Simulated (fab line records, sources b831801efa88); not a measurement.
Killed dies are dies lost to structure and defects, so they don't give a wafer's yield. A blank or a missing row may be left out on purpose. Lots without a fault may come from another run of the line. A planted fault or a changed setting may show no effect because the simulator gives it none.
Which tool did it? | flow gf180mcu | 12 lots, 36 wafers sampled, at 6 steps of a route of 602

WHAT THE GAUGES READ, wafer by wafer
GF_STI_THK_MEAS_22.
lot  | measured    | on            | STI_OXIDATION_01_THK (nm)
L339 | day 2 01:58 | film_metro-02 | 15.22 15.03 15.50
L341 | day 2 15:12 | film_metro-03 | 15.53 15.37 15.55
L342 | day 2 18:40 | film_metro-03 | 15.19 15.02 15.30
L346 | day 3 14:59 | film_metro-02 | 14.90 14.59 15.15
L347 | day 3 22:13 | film_metro-02 | 14.60 14.48 14.66
L354 | day 5 08:04 | film_metro-02 | 15.03 15.05 14.94
L357 | day 5 23:40 | film_metro-03 | 15.16 15.38 15.44
L358 | day 6 05:16 | film_metro-03 | 15.76 15.34 15.70
L359 | day 6 09:55 | film_metro-01 | 15.12 15.07 15.19
L360 | day 6 15:16 | film_metro-03 | 14.97 15.36 15.42
L361 | day 6 21:02 | film_metro-03 | 15.46 15.17 15.33
L362 | day 7 01:15 | film_metro-02 | 15.26 15.38 15.16

GF_MVPSD_TW_MEAS_11.
lot  | measured     | on            | MVPSD_TW
L339 | day 4 23:10  | film_metro-04 | 552.2 548.2 552.1
L341 | day 5 13:07  | film_metro-02 | 556.2 554.8 556.7
L342 | day 5 16:43  | film_metro-01 | 549.7 550.8 548.1
L346 | day 6 18:35  | film_metro-01 | 551.8 551.9 551.9
L347 | day 7 00:51  | film_metro-02 | 551.5 550.1 556.9
L354 | day 8 16:34  | film_metro-02 | 554.1 552.8 553.3
L357 | day 9 12:37  | film_metro-04 | 565.5 564.2 566.1
L358 | day 9 17:28  | film_metro-04 | 568.4 563.7 564.7
L359 | day 9 23:55  | film_metro-04 | 564.6 567.4 565.6
L360 | day 10 04:50 | film_metro-04 | 547.4 548.1 552.5
L361 | day 10 12:21 | film_metro-02 | 555.4 556.3 553.9
L362 | day 10 17:28 | film_metro-02 | 554.2 551.5 552.5

GF_VT_IMPLANT_OVL_MEAS_29.
lot  | measured     | on         | VT_IMPLANT_02_OVL (nm)
L339 | day 6 18:27  | overlay-01 | -0.1 -0.5 0.3
L341 | day 7 12:50  | overlay-02 | 1.7 3.5 2.4
L342 | day 7 13:57  | overlay-02 | 2.0 2.5 1.6
L346 | day 8 18:56  | overlay-02 | 0.1 1.6 1.5
L347 | day 9 02:38  | overlay-02 | 0.7 2.5 0.6
L354 | day 10 22:18 | overlay-02 | 2.6 3.0 2.2
L357 | day 11 19:22 | overlay-02 | 1.1 -0.1 0.7
L358 | day 12 00:24 | overlay-02 | -1.8 -2.1 -1.6
L359 | day 12 07:43 | overlay-02 | -1.6 0.4 -1.3
L360 | day 12 14:20 | overlay-01 | 0.9 0.1 3.0
L361 | day 12 21:39 | overlay-01 | 0.2 0.4 1.3
L362 | day 13 03:17 | overlay-01 | 2.0 2.3 2.2

GF_VT_IMPLANT_RS_MEAS_49: measures by four-point-probe.
lot  | measured     | on            | MVPSD_RS (ohm/sq)
L339 | day 7 11:02  | film_metro-04 | 1166.6 1168.7 1163.6
L341 | day 8 05:28  | film_metro-02 | 1172.1 1171.2 1170.3
L342 | day 8 06:02  | film_metro-01 | 1166.6 1164.0 1165.2
L346 | day 9 12:23  | film_metro-01 | 1167.4 1165.7 1167.6
L347 | day 9 21:38  | film_metro-04 | 1167.1 1167.5 1171.1
L354 | day 11 17:44 | film_metro-01 | 1163.6 1165.8 1165.5
L357 | day 12 16:17 | film_metro-01 | 1056.1 1058.8 1056.8
L358 | day 12 20:32 | film_metro-02 | 1057.9 1056.4 1058.3
L359 | day 13 04:50 | film_metro-04 | 1055.0 1055.0 1053.7
L360 | day 13 11:22 | film_metro-02 | 1165.5 1172.2 1166.7
L361 | day 13 18:38 | film_metro-02 | 1167.9 1169.2 1172.0
L362 | day 14 01:16 | film_metro-04 | 1167.3 1170.5 1168.8

WHICH TOOL RAN EACH LOT (tool, then ch and the chambers of the sampled wafers, then the start)
lot  | GF_MVPSD_IMPLANT_09             | GF_VT_IMPLANT_STRIP_31
L339 | implanter-04 ch 0, day 4 22:55  | plasma_asher-04 ch 0,1, day 6 18:38
L341 | implanter-02 ch 0, day 5 12:52  | plasma_asher-04 ch 0,1, day 7 13:01
L342 | implanter-03 ch 0, day 5 16:30  | plasma_asher-04 ch 0,1, day 7 14:10
L346 | implanter-03 ch 0, day 6 18:20  | plasma_asher-02 ch 0,1, day 8 19:08
L347 | implanter-03 ch 0, day 7 00:36  | plasma_asher-03 ch 0,1, day 9 02:50
L354 | implanter-03 ch 0, day 8 16:20  | plasma_asher-03 ch 0,1, day 10 22:31
L357 | implanter-03 ch 0, day 9 12:23  | plasma_asher-02 ch 0,1, day 11 19:35
L358 | implanter-03 ch 0, day 9 17:14  | plasma_asher-03 ch 0,1, day 12 00:37
L359 | implanter-03 ch 0, day 9 23:42  | plasma_asher-02 ch 0,1, day 12 07:55
L360 | implanter-02 ch 0, day 10 04:36 | plasma_asher-02 ch 0,1, day 12 14:31
L361 | implanter-04 ch 0, day 10 12:08 | plasma_asher-02 ch 0,1, day 12 21:52
L362 | implanter-04 ch 0, day 10 17:13 | plasma_asher-03 ch 0,1, day 13 03:28
- GF_MVPSD_IMPLANT_09
- GF_VT_IMPLANT_STRIP_31: strips in O2/N2.

WHAT THE TOOLS THEMSELVES READ (means of the sampled wafers that have a number; where no wafer has one, the mark that the record gives instead)
GF_MVPSD_IMPLANT_09.
lot  | tool         | dose_ions_cm2 | faraday_current_uA
L339 | implanter-04 | 4.991e+12     | 27.9
L341 | implanter-02 | 5.001e+12     | 28.6
L342 | implanter-03 | 5.005e+12     | 28.3
L346 | implanter-03 | 5.001e+12     | 28.6
L347 | implanter-03 | 4.999e+12     | 28.1
L354 | implanter-03 | 5.002e+12     | 28.7
L357 | implanter-03 | 8.075e+12     | 44.9
L358 | implanter-03 | 8.071e+12     | 46.2
L359 | implanter-03 | 8.080e+12     | 44.9
L360 | implanter-02 | 4.993e+12     | 28.1
L361 | implanter-04 | 4.998e+12     | 27.7
L362 | implanter-04 | 5.001e+12     | 28.5

GF_VT_IMPLANT_STRIP_31.
lot  | tool            | drypump_motor_current_A (A) | heater_power_w (W) | n2_flow_sccm (sccm) | oes_product_au (a.u.) | platen_temp_c (C) | strip_time_to_endpoint_s (s)
L339 | plasma_asher-04 | 5.87                        | 326                | 299.8               | 0.719                 | 250.13            | 12.60
L341 | plasma_asher-04 | 5.75                        | 327                | 300.0               | 0.718                 | 249.94            | 12.64
L342 | plasma_asher-04 | 5.73                        | 325                | 300.2               | 0.722                 | 250.00            | 12.60
L346 | plasma_asher-02 | 5.48                        | 320                | 300.1               | 0.714                 | 249.98            | 12.60
L347 | plasma_asher-03 | 5.91                        | 350                | 301.0               | 0.718                 | 249.83            | 12.60
L354 | plasma_asher-03 | 5.89                        | 354                | 300.4               | 0.713                 | 250.06            | 12.61
L357 | plasma_asher-02 | 5.35                        | 314                | 299.4               | 0.716                 | 249.98            | 12.62
L358 | plasma_asher-03 | 5.89                        | 358                | 299.8               | 0.717                 | 249.97            | 12.69
L359 | plasma_asher-02 | 5.37                        | 314                | 300.0               | 0.718                 | 249.82            | 12.65
L360 | plasma_asher-02 | 5.47                        | 319                | 300.1               | 0.713                 | 249.98            | 12.68
L361 | plasma_asher-02 | 5.39                        | 312                | 299.4               | 0.718                 | 250.11            | 12.60
L362 | plasma_asher-03 | 5.89                        | 360                | 300.4               | 0.715                 | 250.08            | 12.60

THE ANSWER, worked out from the rows above alone
Rule: what is usual is taken from the lots themselves. Put in order of their means at a reading, lots are off if they are a third of the lots or fewer, leave a main group of 4 or more, and stand apart from it by a gap of 3 or more times the standard deviation of the main group's means; of several such gaps the widest counts. A main group whose means are all the same, to the digits that the tables above print for the reading, isn't used. A lot without any number at a reading at which 4 lots or more have one is off too. The other lots that the step has rows for count as sound. The gauges are gone through in route order, then the tools' own readings, and for those a lot's mean is taken as printed above. The first step at which some lot is off is used, and at that step the reading that is off furthest; a lot without a number counts as furthest.
Off: L357, L358, L359, at GF_MVPSD_TW_MEAS_11 (MVPSD_TW). The main group: mean 552.4, standard deviation 2.2.
A tool fits if, at a process step before that reading, it ran every lot that is off, and no sound lot after the first of them. The gauges at GF_MVPSD_TW_MEAS_11 aren't tried: what is off there is off at GF_MVPSD_IMPLANT_09 too, on other tools, and a gauge's error can't cause that. One fits: implanter-03 at GF_MVPSD_IMPLANT_09. Its last sound lot is L354 (day 8 16:20), its first lot that is off L357 (day 9 12:23): a fault that began between those two fits.
The tool's own readings at GF_MVPSD_IMPLANT_09 bear it out: on the lots that are off they differ by more than 5 times the standard deviation of the sound lots' means. dose_ions_cm2 reads 8.075e+12 there against 4.999e+12 on the sound lots; faraday_current_uA reads 45.3 there against 28.3 on the sound lots.

WHAT THE SIMULATOR HAD PUT IN
Process parameter drift: implanter-03, from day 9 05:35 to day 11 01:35, at GF_MVPSD_IMPLANT_09. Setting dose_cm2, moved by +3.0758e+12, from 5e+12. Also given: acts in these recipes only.
Lots struck among those shown: L357, L358, L359. The rule above found the same.
